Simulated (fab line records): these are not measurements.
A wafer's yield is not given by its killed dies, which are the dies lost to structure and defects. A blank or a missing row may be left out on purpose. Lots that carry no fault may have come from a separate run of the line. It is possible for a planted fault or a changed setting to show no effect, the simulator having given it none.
fab line records	flow gf180mcu
record lots=5	wafers=23
route steps=602 shown V2@393 M3@413 V3@433 M4@459 V5@552 TOP_METAL@576
start_h: start of the lot's first displayed wafer, in hours after the record's first day	wait_h: how many hours have passed since the lot's step before this one	" as in the row above	L1.1+2: several wafers, shown together as one row	- either no value or no given start	* or withheld: withheld	< > ~ a bound
route shown NAME@n: a module of which the file shows steps, and the number in the route of the first	usual: mean/standard deviation taken from wafers without a fault	same: alike in all rows	chamber/n: place in a boat	sites: readings site by site	_std_site: standard deviation of those values	_edge_site: mean of outer sites minus mean of inner sites	radius_mm: how far each site lies from the wafer's centre	mask NAME#n: copy n	behind: tool/chamber where the wafer was last shaped	hold: reason for holding the lot/hours on hold/outcome of the hold	device: transistor that didn't switch, given as n, p or np	end of line: the tests these same wafers got at the end of their route	a step without rows: its recipe alone	killed: at the first sort, the dies lost to defects and structure; wafer yield is something else	map: shows each die of a wafer: x if killed, . if not, _ if none is there
set.NAME: the setting that was run; set.NAME@STEP: the one run at that earlier step	model.NAME: the simulator's own value behind a step, which no gauge read
lots with deliberately changed settings; one table per step, one row per wafer
## steps
# step GF_V2_EXPOSE_11
# recipe mask_id=Via2	target_cd_nm=260	na=0.68	source_shape=conventional	sigma_outer=0.6	dose_mj=38
lot.wafer	tool	chamber	start_h	wait_h	mask	set.dose_mj
L076.3+4+6	krf_scanner-01	0	-	-	Via2#0	38
L075.1+3+4	krf_scanner-02	0	-	-	Via2#0	36.18
L075.5+6	"	0	"	"	Via2#0	38
L079.2+3	krf_scanner-01	0	-	-	Via2#0	38
L079.4+5+6	"	0	"	"	Via2#0	35.17
L083.1+2+6	krf_scanner-01	0	-	-	Via2#0	35.96
L083.3+5	"	0	"	"	Via2#0	38
L084.1+2+3+4+6	krf_scanner-01	0	-	-	Via2#0	38
# step GF_V2_PEB_12
# recipe peb_temp_c=135	peb_time_s=90	resist=KrF
# step GF_V2_DEVELOP_13
# recipe develop_time_s=60	resist=KrF	dev_temp_c=21
# step GF_V2_CD_MEAS_14
# recipe target_cd_nm=260
# usual cd_nm=260.3/1.4
lot.wafer	tool	chamber	start_h	wait_h	set.dose_mj@V2_EXPOSE_11	cd_nm
L076.3	cd_sem-02	-	482.82	0.1	38	260.4
L076.4	"	-	"	"	38	260.4
L076.6	"	-	"	"	38	261.4
L075.1	cd_sem-02	-	488.37	0.1	36.18	253.0
L075.3	"	-	"	"	36.18	252.0
L075.4	"	-	"	"	36.18	252.5
L075.5	"	-	"	"	38	258.7
L075.6	"	-	"	"	38	259.8
L079.2	cd_sem-01	-	519.88	0.1	38	259.9
L079.3	"	-	"	"	38	258.0
L079.4	"	-	"	"	35.17	247.6
L079.5	"	-	"	"	35.17	247.4
L079.6	"	-	"	"	35.17	247.2
L083.1	cd_sem-01	-	551.81	0.1	35.96	253.7
L083.2	"	-	"	"	35.96	254.2
L083.3	"	-	"	"	38	262.7
L083.5	"	-	"	"	38	263.4
L083.6	"	-	"	"	35.96	254.2
L084.1	cd_sem-01	-	557.41	0.1	38	262.5
L084.2	"	-	"	"	38	261.8
L084.3	"	-	"	"	38	261.5
L084.4	"	-	"	"	38	260.8
L084.6	"	-	"	"	38	261.5
# step GF_V2_ETCH_16
# recipe chemistry=N2/H2	target_depth_a=withheld	overetch_a=withheld	time_s=withheld	target=BARC	ion_energy_ev=200	source_w=500	bias_w=100	pressure_mtorr=30	n2_flow_sccm=100	h2_flow_sccm=200
lot.wafer	tool	chamber	start_h	wait_h	set.dose_mj@V2_EXPOSE_11	model.V2.cd_nm
L076.3	rie_diel-02	2	482.93	0.0	38	261.2
L076.4	"	0	"	"	38	260.3
L076.6	"	2	"	"	38	261.3
L075.1	rie_diel-01	3	488.53	0.0	36.18	253.9
L075.3	"	1	"	"	36.18	253
L075.4	"	2	"	"	36.18	252.4
L075.5	"	2	"	"	38	258.8
L075.6	"	3	"	"	38	260.4
L079.2	rie_diel-02	2	520.01	0.0	38	260.8
L079.3	"	0	"	"	38	258
L079.4	"	3	"	"	35.17	248.3
L079.5	"	1	"	"	35.17	247.1
L079.6	"	0	"	"	35.17	246.8
L083.1	rie_diel-01	3	551.96	0.0	35.96	254.4
L083.2+6	"	0,3	"	"	35.96	254.8
L083.3	"	1	"	"	38	263.1
L083.5	"	2	"	"	38	262.6
L084.1	rie_diel-02	3	557.56	0.0	38	262.7
L084.2	"	0	"	"	38	262
L084.3	"	1	"	"	38	261.6
L084.4	"	2	"	"	38	261.4
L084.6	"	2	"	"	38	261.8
# step GF_V2_ETCH_17
# recipe chemistry=C4F8/O2/Ar	mask_material=KrF	target=SiO2	stop_on=TiN	source_w=1500	bias_w=1200	pressure_mtorr=40	c4f8_flow_sccm=withheld	O2_flow_sccm=6	Ar_flow_sccm=300	time_s=withheld	target_depth_a=6300
# usual oes_product_au=0.856/0.005
lot.wafer	tool	chamber	start_h	wait_h	set.leave_above_ref_nm@V2_CMP_04	oes_product_au	model.V2.feature_depth_nm
L076.3	rie_diel-02	2	-	-	632.5	0.862	632.9
L076.4	"	0	"	"	632.5	0.852	630.9
L076.6	"	2	"	"	632.5	0.850	631.7
L075.1	rie_diel-01	3	-	-	632.5	0.854	630.6
L075.3	"	1	"	"	632.5	0.855	632.5
L075.4	"	2	"	"	632.5	0.859	631.3
L075.5	"	2	"	"	632.5	0.858	632.9
L075.6	"	3	"	"	632.5	0.854	631.8
L079.2	rie_diel-02	2	-	-	673.8	0.887	673.4
L079.3	"	0	"	"	673.8	0.883	673.2
L079.4	"	3	"	"	632.5	0.856	631.1
L079.5	"	1	"	"	632.5	0.853	632.2
L079.6	"	0	"	"	673.8	0.879	673
L083.1	rie_diel-01	3	-	-	632.5	0.859	630.4
L083.2	"	0	"	"	632.5	0.859	633.2
L083.3	"	1	"	"	665.9	0.875	664
L083.5	"	2	"	"	632.5	0.853	631.1
L083.6	"	3	"	"	665.9	0.886	663.7
L084.1	rie_diel-02	3	-	-	613.4	0.841	613.1
L084.2	"	0	"	"	613.4	0.844	614.3
L084.3	"	1	"	"	632.5	0.862	633.4
L084.4	"	2	"	"	632.5	0.865	632.8
L084.6	"	2	"	"	632.5	0.863	633.8
# step GF_M3_SPUTTER_04
# recipe material=TiN	target_thk_nm=50	power_w=6500	time_s=41.7	chamber_pressure_pa=0.4
lot.wafer	tool	chamber	start_h	wait_h	set.power_w	model.TiN_of_M3_SPUTTER_04.thk_nm
L076.3	pvd_sputter-01	-	484.47	0.0	6500	50.98
L076.4	"	-	"	"	6500	50.44
L076.6	"	-	"	"	6500	50.79
L075.1	pvd_sputter-03	-	490.10	0.0	6500	48.97
L075.3	"	-	"	"	6500	49.4
L075.4	"	-	"	"	6500	49.54
L075.5	"	-	"	"	6500	48.73
L075.6	"	-	"	"	6500	48.95
L079.2	pvd_sputter-01	-	521.59	0.0	6500	50.05
L079.3	"	-	"	"	6500	51
L079.4	"	-	"	"	6500	49.67
L079.5	"	-	"	"	6500	49.94
L079.6	"	-	"	"	6500	49.79
L083.1	pvd_sputter-02	-	553.50	0.0	6256	46.86
L083.2	"	-	"	"	6500	48.88
L083.3	"	-	"	"	6256	46.92
L083.5	"	-	"	"	6256	46.94
L083.6	"	-	"	"	6500	48.57
L084.1	pvd_sputter-02	-	559.10	0.0	6984	52.89
L084.2	"	-	"	"	6500	49.83
L084.3	"	-	"	"	6984	52.73
L084.4	"	-	"	"	6500	50.04
L084.6	"	-	"	"	6500	49.73
# step GF_M3_METAL_ETCH_16
# recipe chemistry=Cl2/BCl3	mask_material=KrF	target_depth_nm=627.5	stop_on=SiO2	pressure_mtorr=8	icp_w=800	bias_w=140	Cl2_flow_sccm=80	bcl3_flow_sccm=40	time_s=104.6
lot.wafer	tool	chamber	start_h	wait_h	set.time_s	model.KrF_of_M3_COAT_09.thk_nm
L076.3	rie_metal-03	0	507.82	0.1	104.6	738.5
L076.4	"	1	"	"	104.6	742.6
L076.6	"	0	"	"	104.6	735.9
L075.1	rie_metal-04	1	513.18	0.0	93.53	759.2
L075.3	"	0	"	"	93.53	764.9
L075.4	"	1	"	"	104.6	730.5
L075.5	"	0	"	"	104.6	737.9
L075.6	"	1	"	"	93.53	755.9
L079.2	rie_metal-02	1	543.97	0.0	104.6	734.3
L079.3	"	0	"	"	113	715.9
L079.4	"	1	"	"	104.6	730.4
L079.5	"	1	"	"	113	713.2
L079.6	"	0	"	"	113	712.1
L083.1	rie_metal-03	0	575.18	0.0	104.6	733.5
L083.2	"	1	"	"	104.6	742
L083.3	"	0	"	"	104.6	736.6
L083.5	"	0	"	"	104.6	735.7
L083.6	"	1	"	"	104.6	739.7
L084.1+3	rie_metal-04	1	580.72	0.0	115	-
L084.2	"	0	"	"	115	715.5
L084.4	"	0	"	"	104.6	739.8
L084.6	"	1	"	"	104.6	733.5
# step GF_M3_STRIP_17
# recipe chemistry=O2/N2	power_w=1400	pressure_mtorr=1500	platen_temp_c=250	o2_flow_sccm=3000	n2_flow_sccm=300	overash_fraction=0.5
# usual strip_time_to_endpoint_s=7.89/0.036
lot.wafer	tool	chamber	start_h	wait_h	set.time_s@M3_METAL_ETCH_16	strip_time_to_endpoint_s
L076.3	plasma_asher-02	1	507.93	0.1	104.6	7.90
L076.4	"	0	"	"	104.6	7.95
L076.6	"	0	"	"	104.6	7.88
L075.1	plasma_asher-03	1	513.29	0.1	93.53	8.10
L075.3	"	0	"	"	93.53	8.17
L075.4	"	1	"	"	104.6	7.83
L075.5	"	0	"	"	104.6	7.91
L075.6	"	1	"	"	93.53	8.08
L079.2	plasma_asher-03	1	544.09	0.1	104.6	7.87
L079.3	"	1	"	"	113	7.68
L079.4	"	0	"	"	104.6	7.83
L079.5	"	0	"	"	113	7.67
L079.6	"	1	"	"	113	7.66
L083.1	plasma_asher-03	1	575.29	0.1	104.6	7.85
L083.2	"	0	"	"	104.6	7.95
L083.3	"	0	"	"	104.6	7.88
L083.5	"	0	"	"	104.6	7.87
L083.6	"	1	"	"	104.6	7.91
L084.1	plasma_asher-01	1	580.84	0.1	115	7.62
L084.2	"	0	"	"	115	7.68
L084.3	"	1	"	"	115	7.62
L084.4	"	0	"	"	104.6	7.92
L084.6	"	0	"	"	104.6	7.87
# step GF_V3_CMP_04
# recipe material=SiO2	down_force_psi=4	platen_rpm=60	pad_velocity_m_s=0.94248
# usual time_to_endpoint_s=81/6.9
lot.wafer	tool	chamber	start_h	wait_h	set.leave_above_ref_nm	time_to_endpoint_s	model.SiO2_of_V3_CVD_02.thk_nm
L076.4	cmp-01	2	509.14	0.1	632.5	75	633.2
L076.3	"	3	"	"	632.5	76	632.9
L076.6	"	0	"	"	632.5	75	631.8
L075.3	cmp-01	1	514.26	0.1	632.5	71	633
L075.1	"	2	"	"	632.5	73	632
L075.4	"	3	"	"	605.4	95	606
L075.6	"	0	"	"	605.4	87	604.8
L075.5	"	1	"	"	632.5	80	631.7
L079.2	cmp-01	1	544.94	0.1	649.2	65	647.1
L079.3	"	2	"	"	632.5	72	630
L079.4	"	3	"	"	649.2	73	648.1
L079.6	"	0	"	"	649.2	68	646.5
L079.5	"	1	"	"	632.5	79	629.9
L083.1	cmp-02	1	576.15	0.1	592.4	109	593.2
L083.2	"	2	"	"	632.5	91	633.3
L083.3	"	0	"	"	592.4	105	593.5
L083.5	"	1	"	"	632.5	98	632.9
L083.6	"	2	"	"	592.4	108	592.9
L084.3	cmp-02	0	584.68	3.0	585.1	96	585.1
L084.2	"	1	"	"	632.5	82	633.3
L084.4	"	2	"	"	585.1	102	585.9
L084.1	"	3	"	"	632.5	85	635.8
L084.6	"	0	"	"	632.5	85	633.5
# step GF_V3_SOFTBAKE_10
# recipe temp_c=130	time_s=60	resist=KrF
lot.wafer	tool	chamber	start_h	wait_h	set.temp_c
L076.3+4+6	litho_track-04	0	-	-	130
L075.1+4+5	litho_track-02	0	-	-	131.1
L075.3+6	"	0	"	"	130
L079.2+5+6	litho_track-04	0	-	-	130
L079.3+4	"	0	"	"	126.7
L083.1+5	litho_track-03	0	-	-	130
L083.2+3+6	"	0	"	"	133.2
L084.1+2+4	litho_track-02	0	-	-	128.3
L084.3+6	"	0	"	"	130
# step GF_V3_EXPOSE_11
# recipe mask_id=Via3	target_cd_nm=260	na=0.68	source_shape=conventional	sigma_outer=0.6	dose_mj=38
# step GF_V3_PEB_12
# recipe peb_temp_c=135.3	peb_time_s=90	resist=KrF
# step GF_V3_ETCH_16
# recipe chemistry=N2/H2	target_depth_a=withheld	overetch_a=withheld	time_s=withheld	target=BARC	ion_energy_ev=200	source_w=500	bias_w=100	pressure_mtorr=30	n2_flow_sccm=100	h2_flow_sccm=200
# step GF_V3_ETCH_17
# recipe chemistry=C4F8/O2/Ar	mask_material=KrF	target=SiO2	stop_on=TiN	source_w=1500	bias_w=1200	pressure_mtorr=40	c4f8_flow_sccm=withheld	O2_flow_sccm=6	Ar_flow_sccm=300	time_s=withheld	target_depth_a=6350
# usual oes_product_au=0.856/0.0045
lot.wafer	tool	chamber	start_h	wait_h	set.leave_above_ref_nm@V3_CMP_04	oes_product_au
L076.3	rie_diel-01	2	-	-	632.5	0.853
L076.4	"	0	"	"	632.5	0.858
L076.6	"	1	"	"	632.5	0.865
L075.1	rie_diel-01	0	-	-	632.5	0.853
L075.3	"	2	"	"	632.5	0.854
L075.4	"	3	"	"	605.4	0.832
L075.5	"	0	"	"	632.5	0.855
L075.6	"	3	"	"	605.4	0.827
L079.2	rie_diel-03	0	-	-	649.2	0.860
L079.3	"	3	"	"	632.5	0.854
L079.4	"	3	"	"	649.2	0.868
L079.5	"	0	"	"	632.5	0.861
L079.6	"	2	"	"	649.2	0.874
L083.1	rie_diel-02	2	-	-	592.4	0.831
L083.2	"	0	"	"	632.5	0.854
L083.3	"	3	"	"	592.4	0.827
L083.5	"	3	"	"	632.5	0.853
L083.6	"	2	"	"	592.4	0.828
L084.1	rie_diel-01	3	-	-	632.5	0.855
L084.2	"	1	"	"	632.5	0.855
L084.3	"	0	"	"	585.1	0.828
L084.4	"	2	"	"	585.1	0.824
L084.6	"	0	"	"	632.5	0.856
# step GF_M4_SPUTTER_03
# recipe material=Ti	target_thk_nm=10	substrate_temp_c=300	chamber_pressure_pa=0.3	power_w=3000	time_s=6.7
lot.wafer	tool	chamber	start_h	wait_h	set.power_w	model.Ti_of_M4_SPUTTER_03.thk_nm
L076.3	pvd_sputter-02	-	533.58	0.0	3000	9.966
L076.4	"	-	"	"	3000	9.893
L076.6	"	-	"	"	3000	9.923
L075.1	pvd_sputter-02	-	538.29	0.0	3000	10.11
L075.3	"	-	"	"	2755	9.254
L075.4	"	-	"	"	2755	9.466
L075.5	"	-	"	"	3000	10.08
L075.6	"	-	"	"	3000	10.13
L079.2	pvd_sputter-04	-	568.99	0.0	3090	10.39
L079.3	"	-	"	"	3090	10.04
L079.4	"	-	"	"	3000	10.16
L079.5	"	-	"	"	3000	9.779
L079.6	"	-	"	"	3090	10.37
L083.1	pvd_sputter-04	-	599.45	0.0	3000	10.08
L083.2	"	-	"	"	3000	9.991
L083.3	"	-	"	"	2897	9.658
L083.5	"	-	"	"	3000	10.03
L083.6	"	-	"	"	2897	9.635
L084.1	pvd_sputter-02	-	607.50	0.0	3000	10.02
L084.2	"	-	"	"	3218	10.71
L084.3	"	-	"	"	3218	10.62
L084.4	"	-	"	"	3000	10.09
L084.6	"	-	"	"	3218	10.8
# step GF_M4_EXPOSE_11
# recipe mask_id=Metal4	target_cd_nm=280	na=0.68	source_shape=conventional	sigma_outer=0.6	dose_mj=28
lot.wafer	tool	chamber	start_h	wait_h	mask	set.dose_mj
L076.3+4+6	krf_scanner-01	0	-	-	Metal4#0	28
L075.1+3+4+5+6	krf_scanner-02	0	-	-	Metal4#0	28
L079.2+6	krf_scanner-01	0	-	-	Metal4#0	28
L079.3+4+5	"	0	"	"	Metal4#0	29.71
L083.1+3	krf_scanner-02	0	-	-	Metal4#0	29.99
L083.2+5+6	"	0	"	"	Metal4#0	28
L084.1+2+3+4+6	krf_scanner-02	0	-	-	Metal4#0	28
# step GF_M4_PEB_12
# recipe peb_temp_c=135	peb_time_s=90	resist=KrF
# step GF_M4_DEVELOP_13
# recipe develop_time_s=60	dev_temp_c=21
# step GF_M4_CD_MEAS_14
# recipe target_cd_nm=280
# usual cd_nm=280.3/1.5
lot.wafer	tool	chamber	start_h	wait_h	set.dose_mj@M4_EXPOSE_11	cd_nm
L076.3	cd_sem-02	-	555.16	0.1	28	280.2
L076.4	"	-	"	"	28	278.4
L076.6	"	-	"	"	28	279.0
L075.1	cd_sem-01	-	560.22	0.1	28	276.5
L075.3	"	-	"	"	28	276.8
L075.4	"	-	"	"	28	276.3
L075.5	"	-	"	"	28	277.6
L075.6	"	-	"	"	28	276.5
L079.2	cd_sem-01	-	589.18	0.1	28	281.5
L079.3	"	-	"	"	29.71	272.2
L079.4	"	-	"	"	29.71	272.5
L079.5	"	-	"	"	29.71	273.2
L079.6	"	-	"	"	28	281.0
L083.1	cd_sem-01	-	619.96	0.1	29.99	268.9
L083.2	"	-	"	"	28	279.9
L083.3	"	-	"	"	29.99	271.0
L083.5	"	-	"	"	28	280.7
L083.6	"	-	"	"	28	281.8
L084.1	cd_sem-02	-	627.97	0.1	28	282.0
L084.2	"	-	"	"	28	282.7
L084.3	"	-	"	"	28	282.7
L084.4	"	-	"	"	28	282.3
L084.6	"	-	"	"	28	282.5
# step GF_V5_PEB_12
# recipe peb_temp_c=135	peb_time_s=90	resist=KrF
lot.wafer	tool	chamber	start_h	wait_h	set.peb_temp_c
L076.3+4+6	litho_track-04	0	-	-	135
L075.1+3+6	litho_track-02	0	-	-	133.5
L075.4+5	"	0	"	"	135
L079.2+4+6	litho_track-02	0	-	-	135
L079.3+5	"	0	"	"	131.6
L083.1+2+5	litho_track-02	0	-	-	135
L083.3+6	"	0	"	"	137.8
L084.1+2	litho_track-04	0	-	-	135
L084.3+4+6	"	0	"	"	132.2
# step GF_V5_DEVELOP_13
# recipe develop_time_s=60	resist=KrF	dev_temp_c=21
# step GF_V5_CD_MEAS_14
# recipe target_cd_nm=260
# usual cd_nm=259.3/1.1
lot.wafer	tool	chamber	start_h	wait_h	set.peb_temp_c@V5_PEB_12	cd_nm
L076.3	cd_sem-02	-	644.95	0.1	135	258.5
L076.4	"	-	"	"	135	258.1
L076.6	"	-	"	"	135	257.1
L075.1	cd_sem-01	-	648.62	0.1	133.5	253.7
L075.3	"	-	"	"	133.5	255.2
L075.4	"	-	"	"	135	258.5
L075.5	"	-	"	"	135	259.1
L075.6	"	-	"	"	133.5	253.9
L079.2	cd_sem-01	-	673.69	0.1	135	261.5
L079.3	"	-	"	"	131.6	250.1
L079.4	"	-	"	"	135	261.4
L079.5	"	-	"	"	131.6	249.2
L079.6	"	-	"	"	135	260.3
L083.1	cd_sem-02	-	701.67	0.1	135	258.4
L083.2	"	-	"	"	135	258.8
L083.3	"	-	"	"	137.8	266.3
L083.5	"	-	"	"	135	259.4
L083.6	"	-	"	"	137.8	265.3
L084.1	cd_sem-02	-	710.11	0.1	135	259.3
L084.2	"	-	"	"	135	258.8
L084.3	"	-	"	"	132.2	249.3
L084.4	"	-	"	"	132.2	248.9
L084.6	"	-	"	"	132.2	251.2
# step GF_V5_ETCH_16
# recipe chemistry=N2/H2	target_depth_a=withheld	overetch_a=withheld	time_s=withheld	target=BARC	ion_energy_ev=200	source_w=500	bias_w=100	pressure_mtorr=30	n2_flow_sccm=100	h2_flow_sccm=200
lot.wafer	tool	chamber	start_h	wait_h	set.bias_w	set.peb_temp_c@V5_PEB_12	model.V5.cd_nm
L076.3	rie_diel-01	0	645.06	0.0	100	135	258.6
L076.4	"	1	"	"	100	135	256.6
L076.6	"	0	"	"	100	135	256.9
L075.1	rie_diel-04	3	648.77	0.0	100	133.5	252.8
L075.3	"	2	"	"	100	133.5	253.8
L075.4	"	0	"	"	93.91	135	257.8
L075.5	"	1	"	"	100	135	259.1
L075.6	"	0	"	"	93.91	133.5	253
L079.2	rie_diel-04	1	673.82	0.0	100	135	262.3
L079.3	"	2	"	"	100	131.6	250
L079.4	"	3	"	"	100	135	261
L079.5	"	0	"	"	100	131.6	248.7
L079.6	"	1	"	"	100	135	260.4
L083.1	rie_diel-02	3	701.82	0.0	100	135	258.9
L083.2	"	1	"	"	105.5	135	258.3
L083.3	"	0	"	"	100	137.8	266.7
L083.5	"	2	"	"	100	135	259.6
L083.6	"	1	"	"	105.5	137.8	265.3
L084.1	rie_diel-02	1	710.26	0.0	90.5	135	258.6
L084.2	"	3	"	"	100	135	258.8
L084.3	"	0	"	"	100	132.2	249.5
L084.4	"	2	"	"	100	132.2	248.6
L084.6	"	3	"	"	90.5	132.2	250.7
# step GF_V5_ETCH_17
# recipe chemistry=C4F8/O2/Ar	mask_material=KrF	target=SiO2	stop_on=TiN	source_w=1500	bias_w=1200	pressure_mtorr=40	c4f8_flow_sccm=withheld	O2_flow_sccm=6	Ar_flow_sccm=300	time_s=withheld	target_depth_a=8550
lot.wafer	tool	chamber	start_h	wait_h	set.peb_temp_c@V5_PEB_12	model.V5.cd_nm
L076.3	rie_diel-01	0	-	-	135	258.8
L076.4	"	1	"	"	135	255.7
L076.6	"	0	"	"	135	256.9
L075.1	rie_diel-04	3	-	-	133.5	252.6
L075.3	"	2	"	"	133.5	253.9
L075.4	"	0	"	"	135	256.4
L075.5	"	1	"	"	135	259.1
L075.6	"	0	"	"	133.5	251
L079.2	rie_diel-04	1	-	-	135	262.3
L079.3	"	2	"	"	131.6	249.8
L079.4	"	3	"	"	135	260.2
L079.5	"	0	"	"	131.6	247.2
L079.6	"	1	"	"	135	260.4
L083.1	rie_diel-02	3	-	-	135	257.9
L083.2	"	1	"	"	135	258.5
L083.3	"	0	"	"	137.8	268
L083.5	"	2	"	"	135	258.4
L083.6	"	1	"	"	137.8	264.8
L084.1	rie_diel-02	1	-	-	135	258.3
L084.2	"	3	"	"	135	258.2
L084.3	"	0	"	"	132.2	250.8
L084.4	"	2	"	"	132.2	248.5
L084.6	"	3	"	"	132.2	249.9
# step GF_TOP_METAL_COAT_09
# recipe resist=NOVOLAK	spin_rpm=3000	resist_thk_nm=1500
lot.wafer	tool	chamber	start_h	wait_h	set.spin_rpm	model.NOVOLAK_of_TOP_METAL_COAT_09.thk_nm
L076.3	litho_track-04	0	655.86	0.1	3000	1496
L076.4	"	0	"	"	3000	1501
L076.6	"	0	"	"	3000	1497
L075.1+5+6	litho_track-01	0	659.82	0.1	3000	1502
L075.3	"	0	"	"	3000	1504
L075.4	"	0	"	"	3000	1501
L079.2	litho_track-03	0	685.20	0.1	3000	1505
L079.3	"	0	"	"	3000	1502
L079.4	"	0	"	"	2909	1522
L079.5	"	0	"	"	2909	1527
L079.6	"	0	"	"	2909	1523
L083.1	litho_track-01	0	712.37	0.1	3000	1490
L083.2	"	0	"	"	3000	1497
L083.3	"	0	"	"	3000	1498
L083.5+6	"	0	"	"	3000	1500
L084.1	litho_track-01	0	720.62	0.1	3000	1508
L084.2	"	0	"	"	3000	1507
L084.3	"	0	"	"	2809	1556
L084.4	"	0	"	"	2809	1561
L084.6	"	0	"	"	3000	1509
## key
split step=GF_V2_EXPOSE_11	setting=dose_mj	stated=38	by=wafer
response step=GF_V2_CD_MEAS_14	reading=cd_nm	change=+1.55	per=1%	r=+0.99
response step=GF_V2_ETCH_16	reading=model.V2.cd_nm	change=+1.54	per=1%	r=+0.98
split step=GF_M3_SPUTTER_04	setting=power_w	stated=6500	by=wafer
response step=GF_M3_SPUTTER_04	reading=model.TiN_of_M3_SPUTTER_04.thk_nm	change=+0.413	per=1%	r=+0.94
split step=GF_M3_METAL_ETCH_16	setting=time_s	stated=104.6	by=wafer
response step=GF_M3_METAL_ETCH_16	reading=model.KrF_of_M3_COAT_09.thk_nm	change=-2.33	per=1%	r=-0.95
response step=GF_M3_STRIP_17	reading=strip_time_to_endpoint_s	change=*	per=1%	r=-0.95
split step=GF_V3_CMP_04	setting=leave_above_ref_nm	stated=632.5	by=wafer
response step=GF_V3_CMP_04	reading=time_to_endpoint_s	change=*	per=1%	r=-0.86
response step=GF_V3_CMP_04	reading=model.SiO2_of_V3_CVD_02.thk_nm	change=+6.4	per=1%	r=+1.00
response step=GF_V3_ETCH_17	reading=oes_product_au	change=+0.00413	per=1%	r=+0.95
split step=GF_V3_SOFTBAKE_10	setting=temp_c	stated=130	by=wafer
response none clear
split step=GF_M4_SPUTTER_03	setting=power_w	stated=3000	by=wafer
response step=GF_M4_SPUTTER_03	reading=model.Ti_of_M4_SPUTTER_03.thk_nm	change=+0.0933	per=1%	r=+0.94
split step=GF_M4_EXPOSE_11	setting=dose_mj	stated=28	by=wafer
response step=GF_M4_CD_MEAS_14	reading=cd_nm	change=-1.48	per=1%	r=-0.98
split step=GF_V5_PEB_12	setting=peb_temp_c	stated=135	by=wafer
response step=GF_V5_CD_MEAS_14	reading=cd_nm	change=+4.16	per=1%	r=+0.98
response step=GF_V5_ETCH_16	reading=model.V5.cd_nm	change=+4.27	per=1%	r=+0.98
response step=GF_V5_ETCH_17	reading=model.V5.cd_nm	change=+4.44	per=1%	r=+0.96
split step=GF_V5_ETCH_16	setting=bias_w	stated=100	by=wafer
response none clear
split step=GF_TOP_METAL_COAT_09	setting=spin_rpm	stated=3000	by=wafer
response step=GF_TOP_METAL_COAT_09	reading=model.NOVOLAK_of_TOP_METAL_COAT_09.thk_nm	change=-7.68	per=1%	r=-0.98
split outside_this_file step=GF_V2_CMP_04 setting=leave_above_ref_nm
# split outside_this_file: this setting was split too, and the file shows its column; the key of that split is in another file
